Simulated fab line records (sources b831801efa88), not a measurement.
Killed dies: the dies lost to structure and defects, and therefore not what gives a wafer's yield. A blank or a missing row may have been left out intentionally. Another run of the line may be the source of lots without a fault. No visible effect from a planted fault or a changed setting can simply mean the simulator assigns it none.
The tool behind it: which one? / flow sky130 / 39 wafers from 13 lots sampled at 5 of the route's 708 steps

== WHAT THE GAUGES READ, wafer by wafer ==
SKY_DNWELL_TW_MEAS_09.
lot=L590; measured=day 3 13:49; on=film_metro-04; DNWELL_TW=1132 1137 1133
lot=L591; measured=day 4 08:57; on=film_metro-03; DNWELL_TW=1124 1127 1124
lot=L592; measured=day 4 09:05; on=film_metro-04; DNWELL_TW=1128 1122 1128
lot=L594; measured=day 4 20:41; on=film_metro-04; DNWELL_TW=1124 1126 1126
lot=L595; measured=day 4 23:32; on=film_metro-04; DNWELL_TW=1124 1136 1128
lot=L596; measured=day 4 23:53; on=film_metro-04; DNWELL_TW=1121 1122 1124
lot=L598; measured=day 5 04:53; on=film_metro-04; DNWELL_TW=30 30 30 30 30 30
lot=L601; measured=day 5 23:59; on=film_metro-02; DNWELL_TW=1108 1106 1115
lot=L603; measured=day 6 11:50; on=film_metro-04; DNWELL_TW=1127 1131 1129
lot=L608; measured=day 8 01:27; on=film_metro-04; DNWELL_TW=1131 1131 1131
lot=L609; measured=day 8 03:23; on=film_metro-02; DNWELL_TW=1111 1111 1113
lot=L610; measured=day 8 03:41; on=film_metro-02; DNWELL_TW=1111 1121 1112
lot=L611; measured=day 8 06:19; on=film_metro-02; DNWELL_TW=1112 1110 1109

SKY_SONOS_ONO_THK_MEAS_03.
lot=L590; measured=day 11 20:59; on=film_metro-01; SONOS_ONO_CVD_02_THK (nm)=10.87 10.85 10.95
lot=L591; measured=day 13 02:37; on=film_metro-04; SONOS_ONO_CVD_02_THK (nm)=10.72 10.83 10.92
lot=L592; measured=day 13 06:39; on=film_metro-01; SONOS_ONO_CVD_02_THK (nm)=10.60 10.75 10.53
lot=L594; measured=day 13 21:32; on=film_metro-04; SONOS_ONO_CVD_02_THK (nm)=10.79 10.78 10.66
lot=L595; measured=day 14 02:32; on=film_metro-04; SONOS_ONO_CVD_02_THK (nm)=10.89 10.84 10.83
lot=L596; measured=day 14 03:35; on=film_metro-03; SONOS_ONO_CVD_02_THK (nm)=11.02 10.95 10.99
lot=L601; measured=day 15 17:02; on=film_metro-03; SONOS_ONO_CVD_02_THK (nm)=10.62 10.62 10.69
lot=L603; measured=day 16 13:33; on=film_metro-01; SONOS_ONO_CVD_02_THK (nm)=10.65 10.67 10.75
lot=L608; measured=day 18 16:25; on=film_metro-01; SONOS_ONO_CVD_02_THK (nm)=10.59 10.65 10.70
lot=L609; measured=day 18 19:14; on=film_metro-03; SONOS_ONO_CVD_02_THK (nm)=10.42 10.46 10.59
lot=L610; measured=day 18 19:14; on=film_metro-04; SONOS_ONO_CVD_02_THK (nm)=10.96 10.86 10.93
lot=L611; measured=day 18 21:31; on=film_metro-01; SONOS_ONO_CVD_02_THK (nm)=10.83 10.81 10.78

SKY_LOCAL_INTERCONNECT_RS_MEAS_01: the measuring method here is four-point-probe.
lot=L590; measured=day 30 01:58; on=film_metro-04; LOCAL_INTERCONNECT_TIN_RS (ohm/sq)=13.89 13.97 13.82
lot=L591; measured=day 30 17:20; on=film_metro-02; LOCAL_INTERCONNECT_TIN_RS (ohm/sq)=14.08 13.84 14.05
lot=L592; measured=day 31 01:55; on=film_metro-01; LOCAL_INTERCONNECT_TIN_RS (ohm/sq)=13.91 14.00 14.03
lot=L594; measured=day 31 21:56; on=film_metro-02; LOCAL_INTERCONNECT_TIN_RS (ohm/sq)=13.77 13.96 13.87
lot=L595; measured=day 32 01:32; on=film_metro-01; LOCAL_INTERCONNECT_TIN_RS (ohm/sq)=14.04 13.91 13.97
lot=L596; measured=day 32 00:14; on=film_metro-04; LOCAL_INTERCONNECT_TIN_RS (ohm/sq)=13.93 13.94 13.90
lot=L601; measured=day 33 06:20; on=film_metro-02; LOCAL_INTERCONNECT_TIN_RS (ohm/sq)=13.91 14.03 13.97
lot=L603; measured=day 34 01:56; on=film_metro-04; LOCAL_INTERCONNECT_TIN_RS (ohm/sq)=13.97 14.05 14.06
lot=L608; measured=day 36 00:58; on=film_metro-01; LOCAL_INTERCONNECT_TIN_RS (ohm/sq)=14.00 13.93 14.05
lot=L609; measured=day 36 06:25; on=film_metro-02; LOCAL_INTERCONNECT_TIN_RS (ohm/sq)=14.21 14.10 14.05
lot=L610; measured=day 36 04:53; on=film_metro-01; LOCAL_INTERCONNECT_TIN_RS (ohm/sq)=14.13 14.00 14.14
lot=L611; measured=day 36 08:34; on=film_metro-01; LOCAL_INTERCONNECT_TIN_RS (ohm/sq)=14.07 14.28 14.18

SKY_CONTACT_CD_MEAS_14 targets a cd of 170 nm.
lot=L590; measured=day 32 09:52; on=cd_sem-01; cd_nm (nm)=166.7 168.9 169.3
lot=L591; measured=day 33 00:58; on=cd_sem-01; cd_nm (nm)=172.4 171.5 173.0
lot=L592; measured=day 33 09:26; on=cd_sem-02; cd_nm (nm)=169.7 168.8 170.2
lot=L594; measured=day 34 05:38; on=cd_sem-02; cd_nm (nm)=168.6 167.7 169.1
lot=L595; measured=day 34 08:26; on=cd_sem-01; cd_nm (nm)=171.3 171.3 169.0
lot=L596; measured=day 34 06:56; on=cd_sem-02; cd_nm (nm)=170.0 171.3 171.0
lot=L601; measured=day 35 12:21; on=cd_sem-02; cd_nm (nm)=169.9 169.6 169.7
lot=L603; measured=day 36 08:22; on=cd_sem-01; cd_nm (nm)=168.2 169.8 170.5
lot=L608; measured=day 38 05:04; on=cd_sem-01; cd_nm (nm)=173.1 172.9 173.6
lot=L609; measured=day 38 11:08; on=cd_sem-02; cd_nm (nm)=169.6 171.1 170.9
lot=L610; measured=day 38 09:05; on=cd_sem-01; cd_nm (nm)=169.7 169.7 170.7
lot=L611; measured=day 38 13:29; on=cd_sem-01; cd_nm (nm)=170.3 170.1 170.6

== EACH LOT AND THE TOOL THAT RAN IT (in order: tool; ch and the chambers of the sampled wafers; start) ==
lot=L590; SKY_DNWELL_EXPOSE_04=iline_stepper-01 ch 0, day 3 06:42
lot=L591; SKY_DNWELL_EXPOSE_04=iline_stepper-02 ch 0, day 4 01:02
lot=L592; SKY_DNWELL_EXPOSE_04=iline_stepper-02 ch 0, day 4 01:08
lot=L594; SKY_DNWELL_EXPOSE_04=iline_stepper-01 ch 0, day 4 11:14
lot=L595; SKY_DNWELL_EXPOSE_04=iline_stepper-02 ch 0, day 4 14:25
lot=L596; SKY_DNWELL_EXPOSE_04=iline_stepper-01 ch 0, day 4 14:39
lot=L598; SKY_DNWELL_EXPOSE_04=iline_stepper-02 ch 0, day 4 20:22
lot=L601; SKY_DNWELL_EXPOSE_04=iline_stepper-02 ch 0, day 5 15:31
lot=L603; SKY_DNWELL_EXPOSE_04=iline_stepper-02 ch 0, day 6 02:31
lot=L608; SKY_DNWELL_EXPOSE_04=iline_stepper-02 ch 0, day 7 15:26
lot=L609; SKY_DNWELL_EXPOSE_04=iline_stepper-01 ch 0, day 7 17:16
lot=L610; SKY_DNWELL_EXPOSE_04=iline_stepper-01 ch 0, day 7 17:22
lot=L611; SKY_DNWELL_EXPOSE_04=iline_stepper-02 ch 0, day 7 20:29
- SKY_DNWELL_EXPOSE_04: exposes mask DNM, target cd 3000 nm.

== WHAT THE TOOLS THEMSELVES READ (means of the sampled wafers that have a number; where no wafer has one, the mark that the record gives instead) ==
SKY_DNWELL_EXPOSE_04.
lot=L590 tool=iline_stepper-01 exposure_dose_mJ_cm2=222.23
lot=L591 tool=iline_stepper-02 exposure_dose_mJ_cm2=221.82
lot=L592 tool=iline_stepper-02 exposure_dose_mJ_cm2=221.97
lot=L594 tool=iline_stepper-01 exposure_dose_mJ_cm2=222.21
lot=L595 tool=iline_stepper-02 exposure_dose_mJ_cm2=222.14
lot=L596 tool=iline_stepper-01 exposure_dose_mJ_cm2=221.95
lot=L598 tool=iline_stepper-02 exposure_dose_mJ_cm2=222.07
lot=L601 tool=iline_stepper-02 exposure_dose_mJ_cm2=222.49
lot=L603 tool=iline_stepper-02 exposure_dose_mJ_cm2=222.07
lot=L608 tool=iline_stepper-02 exposure_dose_mJ_cm2=222.07
lot=L609 tool=iline_stepper-01 exposure_dose_mJ_cm2=222.18
lot=L610 tool=iline_stepper-01 exposure_dose_mJ_cm2=221.98
lot=L611 tool=iline_stepper-02 exposure_dose_mJ_cm2=222.02

== THE ANSWER, worked out from the rows above alone ==
Rule: what is usual is taken from the lots themselves. Put in order of their means at a reading, lots are off if they are a third of the lots or fewer, leave a main group of 4 or more, and stand apart from it by a gap of 3 or more times the standard deviation of the main group's means; of several such gaps the widest counts. Not used: any main group whose means are identical at the precision the tables above print for the reading. A lot without any number at a reading at which 4 lots or more have one is off too. Where the step has rows for the other lots, those lots are counted as sound. First the gauges in route order, then the tools' own readings, where a lot's mean is used as printed above. The first step at which some lot is off is used, and at that step the reading that is off furthest; a lot without a number counts as furthest.
Off: at SKY_DNWELL_TW_MEAS_09 (DNWELL_TW), L598. For the main group the mean is 1122 and the standard deviation 8.2.
A tool fits if, at a process step before that reading, it ran every lot that is off, and no sound lot after the first of them. Gauges at SKY_DNWELL_TW_MEAS_09: tried the same way as those tools. Not one of the candidates tried fits.

== WHAT THE SIMULATOR PUT IN ==
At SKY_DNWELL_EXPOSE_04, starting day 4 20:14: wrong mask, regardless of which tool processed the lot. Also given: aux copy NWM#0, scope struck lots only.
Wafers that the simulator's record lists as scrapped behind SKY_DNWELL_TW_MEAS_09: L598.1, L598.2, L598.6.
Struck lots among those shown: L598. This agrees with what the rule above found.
